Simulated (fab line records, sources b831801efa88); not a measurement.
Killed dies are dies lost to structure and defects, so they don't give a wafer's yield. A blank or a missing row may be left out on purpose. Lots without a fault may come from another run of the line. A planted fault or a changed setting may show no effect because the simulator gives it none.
Chamber matching | flow sfq_line | SFQ_TRILAYER_I3_CMP_CMP_082 on cmp-02: 4 sister chambers
The step polishes SiO2. 4 wafers are shown with their chamber, then 8 later ones without.

WAFERS WITH THEIR CHAMBER
wafer  | chamber | motor_current_A (A)
L817.1 | 0       | 10.8
L817.6 | 2       | 10.6
L822.5 | 1       | 10.0
L824.2 | 3       | 10.8

WAFERS WITHOUT THEIR CHAMBER
wafer  | motor_current_A (A)
L824.4 | 11.3
L824.6 | 10.9
L825.3 | 11.0
L825.5 | 11.3
L825.6 | 10.6
L831.1 | 9.9
L831.2 | 11.6
L831.4 | 11.4

WHICH CHAMBER EACH WENT THROUGH
wafer  | from the rows above               | in truth
L824.4 | can't be placed: 0 or 3 or 2 or 1 | 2
L824.6 | can't be placed: 0 or 3 or 2 or 1 | 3
L825.3 | can't be placed: 0 or 3 or 2 or 1 | 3
L825.5 | can't be placed: 0 or 3 or 2 or 1 | 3
L825.6 | can't be placed: 2 or 0 or 3 or 1 | 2
L831.1 | can't be placed: 1 or 2 or 0 or 3 | 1
L831.2 | can't be placed: 0 or 3 or 2 or 1 | 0
L831.4 | can't be placed: 0 or 3 or 2 or 1 | 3
Placed correctly: 0 of 8. Can't be placed from these rows: 8 (the true chamber is among the candidates in 8). Placed wrongly: 0.
How it was worked out, from the rows above alone: a wafer's distance from a chamber is the root of the sum, over the readings, of the square of ((its reading less the chamber's mean) divided by the reading's scatter). The wafer belongs to the nearest chamber; if the next one is less than 2 further off, it can't be placed. A chamber's mean is the mean of its shown wafers. The scatter: with one shown wafer a chamber, the root of the mean of the squares of how far each hidden wafer lies from its nearest shown one.
